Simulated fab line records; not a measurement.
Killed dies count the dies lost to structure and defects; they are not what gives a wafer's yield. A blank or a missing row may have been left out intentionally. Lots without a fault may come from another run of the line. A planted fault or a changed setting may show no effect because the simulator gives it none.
Problem report, 8D (eight disciplines) form, completed by code	flow sky130	the parts of the form that need people (team, actions taken, sign-off) are left out

1. WHAT IS WRONG
A mean of 573.4 W is read at SKY_VIA2_ETCH_14 for rf_fwd_power_W, taken on 1 wafer of 1 lot, against 494.7 W (standard deviation 2.4) on wafers free of any fault. That is +33 standard deviations from the usual mean.
The step: etches BARC in N2/H2, stops on SiO2, time 45.9 s, target depth 60 nm.
Earliest sighting: wafer L493.3 on rie_diel-04 at day 41 14:05. At this step, 15 wafers from 5 lots have a number in the record. The rule behind "out" and "out of limits": a value lying over 4 standard deviations away from the usual mean. Any other wafer with a number is counted as sound.

2. WHAT IT IS AND WHAT IT IS NOT
question	is	is not
which readings at this step	rf_fwd_power_W	drypump_motor_current_A, oes_product_au, throttle_valve_pct
which lots	L493	L479, L483, L490, L494
which wafers of those lots	L493.3	L493.1, L493.5
read on which tools	rie_diel-04	rie_diel-01, rie_diel-03
when	from day 41 14:05	up to then (11 sound wafers); but 3 sound wafers of L494 came after

3. THE SUSPECTS, EACH WITH WHAT RULES IT OUT
Counting: a tool at a process step up to the reading stays a suspect if it ran every lot that is out. Sound lots after the first of them don't rule it out here, since some wafers of a struck lot are sound.
- cmp-01 at SKY_VIA2_CMP_02 (polishes SiO2): kept. It ran the lot that is out, L493 (day 40 13:53).
- rie_diel-04 at SKY_VIA2_ETCH_14 (etches BARC in N2/H2, stops on SiO2, time 45.9 s, target depth 60 nm): kept. It ran the lot that is out, L493 (day 41 14:05); its last sound lot up to then is L483 (day 38 16:43). Its own readings are out on those wafers: rf_fwd_power_W.
- Within cmp-01 at SKY_VIA2_CMP_02: the wafers that are out ran in chamber 2; their sound lot-mates ran in chambers 0, 3.
- Within rie_diel-04 at SKY_VIA2_ETCH_14: the wafers that are out ran in chamber 1; their sound lot-mates ran in chambers 0, 3.
After counting, cmp-01 at SKY_VIA2_CMP_02 and rie_diel-04 at SKY_VIA2_ETCH_14 remain.

4. THE CAUSE (what the simulator had put in)
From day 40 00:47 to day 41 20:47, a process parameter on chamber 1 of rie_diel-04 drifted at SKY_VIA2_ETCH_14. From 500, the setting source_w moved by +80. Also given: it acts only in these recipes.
After counting, 2 suspects remain, this tool included.

5. THE CHAIN OF EFFECTS, in route order
Each row: a reading where the mean over the struck wafers with a number is more than 3 standard deviations away from the usual. Scope: only readings with a usual standard deviation given in the record; hours: median across lots of the time from each lot's start at the first step in this table that gives one to its start at this step; sigmas: change in usual standard deviations.
hours	step	reading	usual	on struck wafers	change	sigmas
0	SKY_VIA2_ETCH_14	rf_fwd_power_W	494.7 W	573.4	+78.7	+33
Process steps it contains:
- SKY_VIA2_ETCH_14: etches BARC in N2/H2, stops on SiO2, time 45.9 s, target depth 60 nm.

6. HOW IT WOULD HAVE BEEN CAUGHT EARLIER
First out-of-limits reading in this record: day 41 14:05, which is 37 hours after fault onset at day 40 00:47.
